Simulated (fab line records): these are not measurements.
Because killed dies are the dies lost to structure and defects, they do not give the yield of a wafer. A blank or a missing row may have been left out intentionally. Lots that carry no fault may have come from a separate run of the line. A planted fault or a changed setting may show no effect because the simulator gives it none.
The same fault as seen by 2 desks :: flow gf180mcu :: numbers are kept per desk, each desk with only its own; the story behind them comes last

## AT THE METROLOGY DESK
Lot by lot, what the gauges showed, no matter which tool ran the lot: averages of those sampled wafers that carry a number. Marked OUT: a lot whose mean sits more than 4 standard deviations from the usual mean, which makes it out of limits; the brackets give that distance.
Columns: A = LVPWELL_RS at GF_VT_IMPLANT_RS_MEAS_48, usual 1197 ohm/sq; B = cd-nm at GF_POLY_GATE_CD_MEAS_18, usual 279.6 nm
lot: L631
first seen here: day 7 10:36
A: 1199
B: 276.6

lot: L632
first seen here: day 7 18:18
A: 1201
B: 278.1

lot: L635
first seen here: day 8 14:08
A: 1201
B: 281.3

lot: L636
first seen here: day 8 19:24
A: 1196
B: 279.4

lot: L638
first seen here: day 9 07:45
A: 1194
B: 281.3

lot: L640
first seen here: day 9 22:15
A: 1194
B: 280.6

lot: L641
first seen here: day 10 03:58
A: 1196
B: 278.3

lot: L643
first seen here: day 10 17:49
A: 1195
B: 278.8

lot: L644
first seen here: day 10 23:46
A: 1196
B: 280.3

lot: L649
first seen here: day 12 12:02
A: 1199
B: 280.6

lot: L650
first seen here: day 12 20:26
A: 1196
B: 275.3

lot: L654
first seen here: day 14 01:49
A: 1199
B: 279.4

lot: L653
first seen here: day 14 02:52
A: 1196
B: 277.7
Finding of this desk: none of the 13 lots has anything out of limits.

## FOR THE TOOL OWNER'S DESK: plasma-asher-04
The tool's own readings at GF_DUAL_GATE_STRIP_13 (strips in O2/N2): means of the sampled wafers that have a number, for each lot that ran on this tool. Marked OUT: a lot whose mean sits more than 4 standard deviations from the usual mean, which makes it out of limits; the brackets give that distance.
Columns: A = drypump-motor-current-A at GF_DUAL_GATE_STRIP_13, usual 5.6 A; B = heater-power-w at GF_DUAL_GATE_STRIP_13, usual 326 W; C = oes-product-au at GF_DUAL_GATE_STRIP_13, usual 0.716 a.u.; D = strip-time-to-endpoint-s at GF_DUAL_GATE_STRIP_13, usual 12.66 s
lot: L631
first seen here: day 8 07:06
A: 5.9
B: 331
C: 0.712
D: 12.69

lot: L632
first seen here: day 8 16:45
A: 5.9
B: 328
C: 0.721
D: 12.63

lot: L640
first seen here: day 10 20:27
A: 5.9
B: 327
C: 0.715
D: 12.68

lot: L643
first seen here: day 11 13:47
A: 5.9
B: 313
C: 0.714
D: 12.67

lot: L644
first seen here: day 11 20:27
A: 5.9
B: 322
C: 0.715
D: 12.64

lot: L650
first seen here: day 13 18:11
A: 5.9
B: 326
C: 0.902 (+42) OUT
D: -
This desk's verdict: out of limits on L650, starting with L650 at day 13 18:11 (oes-product-au at GF_DUAL_GATE_STRIP_13). In limits: L631, L632, L640, L643, L644.

## ALL TOGETHER
The tool owner's desk could have raised an alarm at day 13 18:11, on L650.
Metrology desk: nothing out of limits seen.
The metrology desk has L650 on record, within its limits.
GF_DUAL_GATE_STRIP_13 was run on plasma-asher-04 by each of the lots named.

## WHAT THE SIMULATOR HAD PUT IN
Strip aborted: plasma-asher-04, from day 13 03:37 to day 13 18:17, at GF_DUAL_GATE_STRIP_13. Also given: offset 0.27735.
Lots struck among those shown: L650.
Delay in hours, fault start to first out-of-limits reading, by desk: the tool owner's desk at 15.
